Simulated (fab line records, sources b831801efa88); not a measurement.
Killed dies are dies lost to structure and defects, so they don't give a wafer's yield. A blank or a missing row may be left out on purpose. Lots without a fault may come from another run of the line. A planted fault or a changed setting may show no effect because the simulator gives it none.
One fault seen from 2 desks | flow gf180mcu | each desk has only its own numbers; what lay behind them comes last

THE METROLOGY DESK
What the gauges read, lot by lot, whatever tool the lot ran on: means of the sampled wafers that have a number. A lot is out of limits, marked OUT, if its mean lies more than 4 standard deviations from the usual mean; the brackets give that distance.
Columns: A = STI_OXIDATION_01_THK at GF_STI_THK_MEAS_22, usual 15.0 nm; B = STI_CVD_23_THK at GF_STI_THK_MEAS_24, usual 646 nm; C = VT_IMPLANT_03_OVL at GF_VT_IMPLANT_OVL_MEAS_40, usual -0.1 nm
lot  | first seen here | A    | B   | C
L677 | day 2 10:17     | 15.5 | 645 | -1.4
L678 | day 2 18:34     | 15.1 | 649 | -1.6
L681 | day 3 06:39     | 14.9 | 648 | 0.9
L683 | day 3 15:57     | 15.7 | 649 | 2.7
L684 | day 3 20:53     | 14.7 | 643 | -1.7
L685 | day 4 08:05     | 14.5 | 645 | -0.3
L686 | day 4 08:05     | 14.9 | 646 | 0.1
L687 | day 4 13:30     | 14.6 | 650 | -1.6
L689 | day 5 03:37     | 14.9 | 650 | -3.2
L691 | day 5 08:50     | 15.2 | 649 | -0.7
L694 | day 5 23:24     | 14.6 | 641 | 1.3
L695 | day 6 05:07     | 15.2 | 648 | 0.3
L697 | day 6 15:31     | 15.3 | 642 | 2.8
L698 | day 6 21:18     | 15.0 | 654 | 2.0
This desk's finding: nothing out of limits on any of the 14 lots.

THE TOOL OWNER'S DESK: furnace-01
The tool's own readings at GF_DUAL_GATE_OXIDATION_15 (stabilise 600 s, purge 300 s, target thk 7.098 nm): means of the sampled wafers that have a number, for each lot that ran on this tool. A lot is out of limits, marked OUT, if its mean lies more than 4 standard deviations from the usual mean; the brackets give that distance. Of its 8 readings 7 are shown: the one that was out of limits first, and those that lie furthest out on some lot.
Columns: A = spike_tc_bottom_C at GF_DUAL_GATE_OXIDATION_15, usual 866.3 C; B = spike_tc_centre_C at GF_DUAL_GATE_OXIDATION_15, usual 851.4 C; C = spike_tc_lower_C at GF_DUAL_GATE_OXIDATION_15, usual 849.7 C; D = spike_tc_top_C at GF_DUAL_GATE_OXIDATION_15, usual 863.2 C; E = spike_tc_upper_C at GF_DUAL_GATE_OXIDATION_15, usual 849.1 C; F = tube_center_temp_C at GF_DUAL_GATE_OXIDATION_15, usual 850.01 C; G = tube_center_temp_C_max at GF_DUAL_GATE_OXIDATION_15, usual 852.3
lot  | first seen here | A               | B               | C               | D               | E               | F                        | G
L681 | day 9 19:19     | 865.8           | 850.7           | 849.2           | 864.2           | 847.9           | 850.11                   | 852.9
L683 | day 10 08:58    | 866.7           | 852.2           | 850.2           | 863.9           | 848.3           | 850.02                   | 852.2
L684 | day 10 18:40    | 865.2           | 851.2           | 849.7           | 863.2           | 849.0           | 850.03                   | 852.2
L685 | day 11 07:22    | 864.5           | 850.6           | 848.7           | 862.3           | 848.5           | 850.05                   | 852.6
L686 | day 11 08:55    | 866.3           | 851.8           | 849.9           | 864.6           | 847.8           | 849.97                   | 852.3
L687 | day 11 14:05    | 866.9           | 852.1           | 848.8           | 864.0           | 848.1           | 850.00                   | 852.2
L689 | day 12 08:50    | 867.0           | 851.0           | 849.2           | 862.6           | 847.9           | 849.94                   | 851.8
L691 | day 12 15:58    | 866.0           | 851.7           | 849.2           | 864.1           | 848.6           | 850.00                   | 852.3
L694 | day 13 11:50    | 884.4 (+18) OUT | 869.7 (+18) OUT | 868.4 (+17) OUT | 880.9 (+18) OUT | 868.6 (+14) OUT | 868.94 (+99 or more) OUT | 871.1 (+48) OUT
L695 | day 13 23:38    | 884.6 (+18) OUT | 870.1 (+19) OUT | 869.0 (+18) OUT | 881.2 (+18) OUT | 866.9 (+13) OUT | 868.94 (+99 or more) OUT | 871.4 (+49) OUT
This desk's finding: out of limits on L694, L695; first on L694, day 13 11:50 (spike_tc_bottom_C at GF_DUAL_GATE_OXIDATION_15). In limits: L681, L683, L684, L685, L686, L687, L689, L691.

PUT TOGETHER
The tool owner's desk could have raised an alarm at day 13 11:50, on L694, L695.
The metrology desk saw nothing out of limits.
The metrology desk has L694, L695 on record, within its limits.
Of the lots named, all ran GF_DUAL_GATE_OXIDATION_15 on furnace-01.

WHAT THE SIMULATOR HAD PUT IN
Process parameter drift: furnace-01, from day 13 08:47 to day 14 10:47, at GF_DUAL_GATE_OXIDATION_15. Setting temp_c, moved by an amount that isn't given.
Lots struck among those shown: L694, L695.
Hours from the fault's start to each desk's first reading out of limits: the tool owner's desk, 3.
